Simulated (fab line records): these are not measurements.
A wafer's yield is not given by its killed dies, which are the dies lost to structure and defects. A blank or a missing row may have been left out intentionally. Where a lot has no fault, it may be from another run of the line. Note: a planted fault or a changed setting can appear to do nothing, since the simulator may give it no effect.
Chamber matching | flow sky130 | SKY_FIELD_ISO_ETCH_17 on rie_si-02 has 4 sister chambers
The step etches Si in HBr/Cl2/O2, target depth 342 nm, time 97.7 s. 8 wafers are shown with their chamber, then 8 later ones without.

## WAFERS, EACH WITH ITS CHAMBER
wafer  | chamber | drypump_motor_current_A (A) | throttle_valve_pct (%)
L720.6 | 2       | 5.0                         | 25.636
L727.2 | 2       | 5.0                         | 25.655
L727.3 | 1       | 5.3                         | 25.660
L729.5 | 1       | 5.4                         | 25.666
L730.2 | 0       | 5.5                         | 25.636
L730.5 | 3       | 5.2                         | 25.663
L730.6 | 0       | 5.5                         | 25.648
L734.2 | 3       | 5.3                         | 25.670

## WAFERS WHOSE CHAMBER IS MISSING
wafer  | drypump_motor_current_A (A) | throttle_valve_pct (%)
L734.5 | 5.3                         | 25.660
L734.6 | 5.0                         | 25.660
L735.4 | 5.0                         | 25.663
L735.5 | 5.4                         | 25.655
L735.6 | 5.3                         | 25.650
L736.1 | 5.3                         | 25.647
L736.3 | 5.5                         | 25.655
L736.6 | 5.2                         | 25.661

## WHICH CHAMBER EACH WENT THROUGH
wafer  | from the rows above          | in truth
L734.5 | can't be placed: 1 or 3      | 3
L734.6 | 2                            | 2
L735.4 | 2                            | 2
L735.5 | can't be placed: 1 or 0 or 3 | 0
L735.6 | can't be placed: 1 or 3      | 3
L736.1 | can't be placed: 1 or 3 or 0 | 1
L736.3 | can't be placed: 0 or 1      | 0
L736.6 | can't be placed: 3 or 1      | 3
Placed correctly: 2 of 8. Can't be placed from these rows: 6 (the true chamber is among the candidates in 6). 0 placed wrongly.
How it was worked out, from the rows above alone: a wafer's distance from a chamber is the root of the sum, over the readings, of the square of ((its reading less the chamber's mean) divided by the reading's scatter). The wafer belongs to the nearest chamber; if the next one is less than 2 further off, it can't be placed. A chamber's mean is the mean of its shown wafers. How the scatter is found: for the shown wafers, subtract from each reading the mean of its chamber, square and add these, divide the total by (wafers less chambers), then take the root.
